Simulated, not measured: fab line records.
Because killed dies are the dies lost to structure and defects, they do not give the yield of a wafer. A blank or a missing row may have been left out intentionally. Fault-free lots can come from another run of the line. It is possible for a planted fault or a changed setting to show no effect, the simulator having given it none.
fab line records -- flow sky130
record: lots: 5, wafers: 15, last-day: 50
route steps=708 shown VT_ADJUST_HVTP@94 VT_ADJUST_LVTN@97 PAD_OPEN@708
lots with no fault: from the same line, run without faults
start-h: the number of hours between the record's first day and the start of the first shown wafer of the lot -- wait-h: time in hours since the lot's previous step -- " unchanged from the row above -- L1.1+2: several wafers, shown together as one row -- - value missing, or start not given -- * or withheld: withheld -- < > ~ a bound
route shown NAME@n: NAME is a module with steps in the file, n the number in the route of the first one -- usual: mean/standard deviation taken from wafers without a fault -- same: alike in all rows -- chamber/n: place in a boat -- sites: per-site readings -- _std_site: the standard deviation of these -- _edge_site: mean of outer sites minus mean of inner sites -- radius-mm: for every site, how far away it sits from the centre of the wafer -- mask NAME#n: copy n -- behind: tool/chamber where the wafer was last shaped -- hold: why the lot was held/for how many hours/how that ended -- device: names the non-switching transistor (n, p or np) -- end of line: tests run on the same wafers once the route is complete -- a step without rows: its recipe alone -- killed: count of dies lost to structure and defects at first sort (not the wafer's yield) -- map: a wafer's dies, marking killed ones x, the rest . and places with no die _
set.NAME: the setting the step ran with; set.NAME@STEP: the setting that earlier step ran with -- model.NAME: the simulator's own value behind a step, which no gauge read
lots seen at some steps along the route; tables by step, rows by wafer
services: from which hour (start-h, from the record's first day; less than 0 if before it) a tool's chamber was out of use, for how many hours, and why
== steps ==
step: SKY_VT_ADJUST_HVTP_IMPLANT_09
recipe: species: As, energy-kev: 150, dose-cm2: 4.3e+12, tilt-deg: withheld
step: SKY_VT_ADJUST_HVTP_STRIP_10
recipe: chemistry: O2/N2, power-w: 1400, pressure-mtorr: 1500, platen-temp-c: withheld, o2-flow-sccm: 3000, n2-flow-sccm: 300, overash-fraction: 0.5
usual: drypump-motor-current-A: 6.1/0.45, o2-flow-sccm: 3000/9.6, oes-product-au: 0.716/0.0041, strip-time-to-endpoint-s: 14.21/0.041
lot.wafer,tool,chamber,start-h,wait-h,drypump-motor-current-A,o2-flow-sccm,oes-product-au,rf-hours-counter-h,strip-time-to-endpoint-s
L922.1,plasma-asher-01,1,138.05,0.1,5.7,3003,0.710,35,14.22
L922.2,plasma-asher-01,0,138.05,0.1,6.7,3011,0.718,35,14.23
L922.4,plasma-asher-01,1,138.05,0.1,5.7,3000,0.717,-,14.17
L926.1,plasma-asher-02,1,162.00,0.1,6.2,3006,0.705,39,14.14
L926.4,plasma-asher-02,0,162.00,0.1,5.4,2975,0.714,-,14.14
L926.6,plasma-asher-02,0,162.00,0.1,5.4,2984,0.718,-,14.18
L937.3,plasma-asher-04,0,238.89,0.1,5.9,3000,0.721,-,14.20
L937.5,plasma-asher-04,0,238.89,0.1,5.9,2990,0.718,-,14.20
L937.6,plasma-asher-04,1,238.89,0.1,6.4,2998,0.713,-,14.24
L940.2,plasma-asher-04,0,251.76,0.1,5.9,3001,0.716,59,14.13
L940.4,plasma-asher-04,0,251.76,0.1,5.9,3013,0.708,-,14.15
L940.5,plasma-asher-04,0,251.76,0.1,5.9,3015,0.717,-,14.10
L943.1,plasma-asher-02,1,265.21,0.1,6.2,3008,0.715,51,14.22
L943.3,plasma-asher-02,0,265.21,0.1,5.4,3013,0.702,-,14.19
L943.4,plasma-asher-02,1,265.21,0.1,6.2,3007,0.718,-,14.22
step: SKY_VT_ADJUST_HVTP_TW_MEAS_11
usual: VT_ADJUST_HVTP_TW: 1356/10
lot.wafer,tool,chamber,start-h,wait-h,VT_ADJUST_HVTP_TW
L922.1,film-metro-04,-,138.15,0.1,1360
L922.2,film-metro-04,-,138.15,0.1,1348
L922.4,film-metro-04,-,138.15,0.1,1345
L926.1,film-metro-04,-,162.10,0.1,1340
L926.4,film-metro-04,-,162.10,0.1,1349
L926.6,film-metro-04,-,162.10,0.1,1342
L937.3,film-metro-04,-,238.98,0.1,1343
L937.5,film-metro-04,-,238.98,0.1,1349
L937.6,film-metro-04,-,238.98,0.1,1347
L940.2,film-metro-03,-,251.87,0.1,1362
L940.4,film-metro-03,-,251.87,0.1,1352
L940.5,film-metro-03,-,251.87,0.1,1361
L943.1,film-metro-04,-,265.31,0.1,1354
L943.3,film-metro-04,-,265.31,0.1,1364
L943.4,film-metro-04,-,265.31,0.1,1354
step: SKY_VT_ADJUST_LVTN_DEHYDRATE_00
recipe: temp-c: 200, time-s: 60
step: SKY_VT_ADJUST_LVTN_HMDS_01
recipe: prime-time-s: 60, prime-temp-c: 120
step: SKY_VT_ADJUST_LVTN_COAT_02
recipe: spin-rpm: 2000, resist-thk-nm: 3000
step: SKY_VT_ADJUST_LVTN_SOFTBAKE_03
recipe: temp-c: 110, time-s: withheld
step: SKY_VT_ADJUST_LVTN_EXPOSE_04
recipe: mask-id: NWM_COMPLEMENT_LESS_NATIVE, na: 0.6, source-shape: conventional, sigma-outer: 0.6, polarization: unpolarized, target-cd-nm: 840, dose-mj: 194
step: SKY_VT_ADJUST_LVTN_PEB_05
recipe: temp-c: 115, time-s: withheld
step: SKY_VT_ADJUST_LVTN_DEVELOP_06
recipe: wall-angle-deg: 90, developer: TMAH, develop-time-s: 60, dev-temp-c: 23
step: SKY_VT_ADJUST_LVTN_OVL_MEAS_07
usual: VT_ADJUST_LVTN_OVL: -0.6/1.3
lot.wafer,tool,chamber,start-h,wait-h,VT_ADJUST_LVTN_OVL[nm]
L922.1,overlay-01,-,157.59,-,0.6
L922.2,overlay-01,-,157.59,-,-0.5
L922.4,overlay-01,-,157.59,-,-1.3
L926.1,overlay-01,-,182.74,-,-0.3
L926.4,overlay-01,-,182.74,-,-1.0
L926.6,overlay-01,-,182.74,-,1.1
L937.3,overlay-01,-,262.26,-,-0.7
L937.5,overlay-01,-,262.26,-,-2.0
L937.6,overlay-01,-,262.26,-,-3.7
L940.2,overlay-01,-,275.63,-,-0.5
L940.4,overlay-01,-,275.63,-,0.6
L940.5,overlay-01,-,275.63,-,-0.5
L943.1,overlay-02,-,289.49,-,1.0
L943.3,overlay-02,-,289.49,-,-1.7
L943.4,overlay-02,-,289.49,-,1.9
step: SKY_VT_ADJUST_LVTN_IMPLANT_08
recipe: species: B, energy-kev: 30, dose-cm2: 1.57e+12, tilt-deg: withheld
step: SKY_VT_ADJUST_LVTN_STRIP_09
recipe: chemistry: O2/N2, power-w: 1400, pressure-mtorr: 1500, platen-temp-c: withheld, o2-flow-sccm: 3000, n2-flow-sccm: 300, overash-fraction: 0.5
usual: drypump-motor-current-A: 6.1/0.41, o2-flow-sccm: 2999/9.4, oes-product-au: 0.722/0.0047, strip-time-to-endpoint-s: 36.93/0.15
lot.wafer,tool,chamber,start-h,wait-h,drypump-motor-current-A,o2-flow-sccm,oes-product-au,rf-hours-counter-h,strip-time-to-endpoint-s,model.coat_of_VT_ADJUST_LVTN_COAT_02.thk-nm
L922.1,plasma-asher-04,0,157.78,0.1,5.9,2995,0.723,51,36.99,0
L922.2,plasma-asher-04,1,157.78,0.1,6.4,3022,0.714,51,36.87,0
L922.4,plasma-asher-04,0,157.78,0.1,5.9,3009,0.728,-,36.85,0
L926.1,plasma-asher-03,0,182.93,0.1,6.2,2994,0.940,6,-,1375
L926.4,plasma-asher-03,0,182.93,0.1,6.1,2988,0.941,-,-,1372
L926.6,plasma-asher-03,0,182.93,0.1,6.1,2986,0.930,-,-,1368
L937.3,plasma-asher-04,0,262.47,0.1,5.9,3002,0.720,-,37.04,0
L937.5,plasma-asher-04,1,262.47,0.1,6.4,2992,0.719,-,37.16,0
L937.6,plasma-asher-04,0,262.47,0.1,5.9,3000,0.722,-,37.17,0
L940.2,plasma-asher-03,0,275.81,0.1,6.1,2997,0.720,13,36.94,0
L940.4,plasma-asher-03,0,275.81,0.1,6.2,3004,0.717,-,37.03,0
L940.5,plasma-asher-03,1,275.81,0.1,5.5,2992,0.723,-,36.91,0
L943.1,plasma-asher-04,1,289.68,0.1,6.4,2991,0.731,63,36.87,0
L943.3,plasma-asher-04,1,289.68,0.1,6.4,2993,0.721,-,36.93,0
L943.4,plasma-asher-04,0,289.68,0.1,5.9,3007,0.726,-,36.89,0
step: SKY_VT_ADJUST_LVTN_TW_MEAS_10
usual: VT_ADJUST_LVTN_TW: 244/4
lot.wafer,tool,chamber,start-h,wait-h,VT_ADJUST_LVTN_TW
L922.1,film-metro-03,-,157.88,0.1,243
L922.2,film-metro-03,-,157.88,0.1,243
L922.4,film-metro-03,-,157.88,0.1,243
L926.1,film-metro-01,-,183.03,0.1,248
L926.4,film-metro-01,-,183.03,0.1,248
L926.6,film-metro-01,-,183.03,0.1,249
L937.3,film-metro-04,-,262.55,0.1,239
L937.5,film-metro-04,-,262.55,0.1,240
L937.6,film-metro-04,-,262.55,0.1,239
L940.2,film-metro-04,-,275.92,0.1,243
L940.4,film-metro-04,-,275.92,0.1,242
L940.5,film-metro-04,-,275.92,0.1,241
L943.1,film-metro-03,-,289.78,0.1,242
L943.3,film-metro-03,-,289.78,0.1,243
L943.4,film-metro-03,-,289.78,0.1,244
step: SKY_VT_ADJUST_LVTN_DEHYDRATE_11
recipe: temp-c: 200, time-s: 60
step: SKY_VT_ADJUST_LVTN_HMDS_12
recipe: prime-time-s: 60, prime-temp-c: 120
step: SKY_VT_ADJUST_LVTN_COAT_13
recipe: resist: NOVOLAK, spin-rpm: 3000, resist-thk-nm: 1140
step: SKY_VT_ADJUST_LVTN_SOFTBAKE_14
recipe: temp-c: 90, time-s: 60, resist: NOVOLAK
step: SKY_VT_ADJUST_LVTN_EXPOSE_15
recipe: mask-id: HVN_STD_DERIVED, na: 0.6, source-shape: conventional, sigma-outer: 0.6, polarization: unpolarized, target-cd-nm: 600, dose-mj: 163
step: SKY_VT_ADJUST_LVTN_PEB_16
recipe: temp-c: withheld, time-s: *, resist: NOVOLAK
step: SKY_VT_ADJUST_LVTN_DEVELOP_17
recipe: resist: NOVOLAK, developer: TMAH, develop-time-s: 60, dev-temp-c: 23
step: SKY_VT_ADJUST_LVTN_OVL_MEAS_18
usual: VT_ADJUST_LVTN_01_OVL: -0.3/1.5
lot.wafer,tool,chamber,start-h,wait-h,VT_ADJUST_LVTN_01_OVL[nm]
L922.1,overlay-02,-,177.50,0.1,1.0
L922.2,overlay-02,-,177.50,0.1,-0.7
L922.4,overlay-02,-,177.50,0.1,2.2
L926.1,overlay-01,-,204.98,0.1,-1.4
L926.4,overlay-01,-,204.98,0.1,0.2
L926.6,overlay-01,-,204.98,0.1,-0.9
L937.3,overlay-01,-,286.60,0.1,-1.2
L937.5,overlay-01,-,286.60,0.1,0.8
L937.6,overlay-01,-,286.60,0.1,0.2
L940.2,overlay-02,-,300.75,0.1,0.7
L940.4,overlay-02,-,300.75,0.1,0.8
L940.5,overlay-02,-,300.75,0.1,0.2
L943.1,overlay-01,-,315.49,0.1,-1.0
L943.3,overlay-01,-,315.49,0.1,-1.0
L943.4,overlay-01,-,315.49,0.1,-2.1
step: SKY_VT_ADJUST_LVTN_IMPLANT_19
recipe: species: B, energy-kev: 30, dose-cm2: 6.5e+11, tilt-deg: withheld
step: SKY_VT_ADJUST_LVTN_STRIP_20
recipe: chemistry: O2/N2, power-w: 1400, pressure-mtorr: 1500, platen-temp-c: withheld, o2-flow-sccm: 3000, n2-flow-sccm: 300, overash-fraction: 0.5
usual: drypump-motor-current-A: 6.0/0.41, o2-flow-sccm: 2999/9.4, oes-product-au: 0.716/0.0047, strip-time-to-endpoint-s: 14.19/0.05
lot.wafer,tool,chamber,start-h,wait-h,drypump-motor-current-A,o2-flow-sccm,oes-product-au,rf-hours-counter-h,strip-time-to-endpoint-s
L922.1,plasma-asher-03,0,177.68,0.1,6.1,3018,0.709,6,14.12
L922.2,plasma-asher-03,1,177.68,0.1,5.5,3000,0.713,6,14.10
L922.4,plasma-asher-03,1,177.68,0.1,5.5,2988,0.717,-,14.11
L926.1,plasma-asher-01,1,205.16,0.1,5.7,2984,0.729,42,34.81
L926.4,plasma-asher-01,0,205.16,0.1,6.7,2991,0.722,-,34.80
L926.6,plasma-asher-01,0,205.16,0.1,6.7,2990,0.723,-,34.73
L937.3,plasma-asher-03,1,286.81,0.1,5.5,2999,0.719,-,14.11
L937.5,plasma-asher-03,1,286.81,0.1,5.5,2989,0.713,-,14.11
L937.6,plasma-asher-03,0,286.81,0.1,6.1,2986,0.715,-,14.12
L940.2,plasma-asher-04,0,300.93,0.1,5.9,3015,0.710,64,14.21
L940.4,plasma-asher-04,1,300.93,0.1,6.4,3004,0.716,-,14.21
L940.5,plasma-asher-04,0,300.93,0.1,5.9,3002,0.721,-,14.21
L943.1,plasma-asher-01,1,315.68,0.1,5.7,3001,0.714,54,14.19
L943.3,plasma-asher-01,1,315.68,0.1,5.7,2989,0.708,-,14.21
L943.4,plasma-asher-01,0,315.68,0.1,6.7,3001,0.717,-,14.24
step: SKY_VT_ADJUST_LVTN_TW_MEAS_21
usual: VT_ADJUST_LVTN_2_TW: 189.4/3
lot.wafer,tool,chamber,start-h,wait-h,hold,VT_ADJUST_LVTN_2_TW
L922.1,film-metro-01,-,177.78,0.1,-,192.8
L922.2,film-metro-01,-,177.78,0.1,-,193.2
L922.4,film-metro-01,-,177.78,0.1,-,193.5
L926.1,film-metro-04,-,205.26,0.1,await-dispo/0.2h/release,29.8
L926.4,film-metro-04,-,205.26,0.1,await-dispo/0.2h/release,29.8
L926.6,film-metro-04,-,205.26,0.1,await-dispo/0.2h/release,29.9
L926.1,film-metro-04,-,205.49,0.2,-,29.7
L926.4,film-metro-04,-,205.49,0.2,-,29.7
L926.6,film-metro-04,-,205.49,0.2,-,29.7
L937.3,film-metro-03,-,286.90,0.1,-,188.8
L937.5,film-metro-03,-,286.90,0.1,-,188.7
L937.6,film-metro-03,-,286.90,0.1,-,187.3
L940.2,film-metro-04,-,301.04,0.1,-,185.7
L940.4,film-metro-04,-,301.04,0.1,-,185.0
L940.5,film-metro-04,-,301.04,0.1,-,185.1
L943.1,film-metro-04,-,315.78,0.1,-,186.5
L943.3,film-metro-04,-,315.78,0.1,-,185.7
L943.4,film-metro-04,-,315.78,0.1,-,184.8
step: SKY_PAD_OPEN_PROBE_99
usual: defect-limited-yield: 82.2/1.9, killed_at_M0_to_M3: 44/6.6, killed_at_M4_up: 3.4/1.9, killed-at-contacts: 25/5.6, killed-at-front-end: 15/4.6, killed-at-other: 0.3/0.6, killed-dies: 88/9.5, killed-open: 47/7.1, killed-short: 40/6.4, sort_bin_3_pad_short: 1.0/0.47, sort_bin_5_function: 10.4/1.4, sort_bin_6_memory: 6.4/1.1, sort-n-pass: 404/9.5, sort-yield-pct: 82.2/1.9
same: gross-dies: 492, killed-at-back-side: 0, sort_bin_4_leakage[%]: 0, sort_bin_8_speed[%]: 0
lot.wafer,tool,chamber,start-h,wait-h,defect-limited-yield[%],killed_at_M0_to_M3,killed_at_M4_up,killed-at-contacts,killed-at-front-end,killed-at-other,killed-dies,killed-open,killed-short,sort_bin_3_pad_short[%],sort_bin_5_function[%],sort_bin_6_memory[%],sort-n-pass,sort-yield-pct[%]
L937.3,prober-01,-,1175.86,0.2,82.1,48,7,24,9,0,88,41,47,1.2,10.8,5.9,404,82.1
L937.6,prober-01,-,1176.01,0.2,81.1,39,6,24,24,0,93,44,49,1.0,12.6,5.3,399,81.1
killed by level:class
L937.3 CONTACT:geometric-particle:open=9 METAL1:geometric-particle:short=8 VIA1:geometric-particle:open=8 METAL4:geometric-particle:short=7 VIA3:geometric-particle:open=7 VIA1:geometric-particle:short=5 METAL2:geometric-particle:short=5 VIA2:geometric-particle:open=5
L937.6 CONTACT:geometric-particle:open=10 VIA3:geometric-particle:open=8 FIELD_ISO:geometric-particle:short=6 POLY_CUT:geometric-particle:short=5 METAL1:geometric-particle:short=5 FIELD_ISO:geometric-particle:open=4 LI_CONTACT:geometric-particle:short=4 LOCAL_INTERCONNECT:geometric-particle:short=4
== services ==
tool,chamber,start-h,hours,kind
plasma-asher-03,0,122.75,-,clean
plasma-asher-03,1,122.75,-,clean
plasma-asher-04,-,146.51,0.4,repair
plasma-asher-02,-,153.94,6.1,repair
plasma-asher-01,-,158.02,2.8,pm
plasma-asher-03,-,199.45,14.6,pm
plasma-asher-04,-,200.03,14.6,pm
plasma-asher-03,-,227.71,2.8,pm
plasma-asher-02,-,243.81,0.6,repair
plasma-asher-03,-,262.96,5.4,repair
plasma-asher-03,-,288.94,1.2,repair
== key ==
first-sign: step: SKY_VT_ADJUST_LVTN_STRIP_09, reading: oes-product-au, direction: up, sigmas: 46, usual: 0.722, struck: 0.937
effect: step: SKY_VT_ADJUST_LVTN_STRIP_20, reading: strip-time-to-endpoint-s, direction: up, sigmas: 99+, usual: *, struck: *
effect: step: SKY_VT_ADJUST_LVTN_TW_MEAS_21, reading: visit, direction: added
effect: step: SKY_VT_ADJUST_LVTN_TW_MEAS_21, reading: VT_ADJUST_LVTN_2_TW, direction: down, sigmas: 54, usual: 189.4, struck: 29.8
model-effect: step: SKY_VT_ADJUST_LVTN_STRIP_09, value: coat_of_VT_ADJUST_LVTN_COAT_02.thk-nm, without: 0, struck: 1372
met-at SKY_VT_ADJUST_LVTN_STRIP_09
struck-wafers L926.1,L926.4,L926.6
scrapped-behind SKY_VT_ADJUST_LVTN_TW_MEAS_21 L926.1,L926.4,L926.6
fault: kind: strip-aborted, tool: plasma-asher-03, chamber: -, onset-h: 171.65, steps: SKY_VT_ADJUST_LVTN_STRIP_09, offset: 0.70274, end-h: 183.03
